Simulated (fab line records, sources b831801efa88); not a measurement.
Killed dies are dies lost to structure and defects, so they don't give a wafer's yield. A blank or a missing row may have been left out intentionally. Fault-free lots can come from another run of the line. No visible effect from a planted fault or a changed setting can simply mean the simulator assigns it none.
Chamber matching	flow gf180mcu	cmp-02 running GF_V5_CMP_04: 4 sister chambers
The step polishes SiO2. 8 wafers are shown with their chamber, then 12 later ones without.

== WAFERS WITH THEIR CHAMBER ==
wafer	chamber	motor current A (A)
L080.5	0	12.9
L084.5	1	11.0
L086.1	1	11.5
L086.2	3	13.0
L086.6	0	14.2
L087.3	3	12.7
L087.4	2	11.8
L087.5	2	11.2

== WAFERS WITH NO CHAMBER GIVEN ==
wafer	motor current A (A)
L090.1	10.8
L090.2	12.8
L090.3	11.7
L092.1	14.3
L092.2	11.6
L092.5	11.4
L093.4	11.6
L093.5	13.8
L093.6	11.7
L097.1	14.0
L097.3	13.3
L097.5	13.7

== THE CHAMBER EACH PASSED THROUGH ==
wafer	from the rows above	in truth
L090.1	can't be placed: 1 or 2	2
L090.2	can't be placed: 3 or 0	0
L090.3	can't be placed: 2 or 1 or 3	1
L092.1	can't be placed: 0 or 3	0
L092.2	can't be placed: 2 or 1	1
L092.5	can't be placed: 2 or 1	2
L093.4	can't be placed: 2 or 1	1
L093.5	can't be placed: 0 or 3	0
L093.6	can't be placed: 2 or 1 or 3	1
L097.1	can't be placed: 0 or 3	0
L097.3	can't be placed: 0 or 3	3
L097.5	can't be placed: 0 or 3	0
Placed correctly: 0 of 12. Cannot be placed on the basis of these rows: 12; the candidates contain the true chamber in 12. Number placed wrongly: 0.
How it was worked out, from the rows above alone: a wafer's distance from a chamber is the root of the sum, over the readings, of the square of ((its reading less the chamber's mean) divided by the reading's scatter). If the next closest chamber is less than 2 further off than the closest, the wafer can't be placed; otherwise it belongs to the closest. The mean given for a chamber averages the wafers shown for that chamber. The scatter: the root of (the sum of the squares of (reading less its chamber's mean) over the shown wafers, divided by (wafers less chambers)).
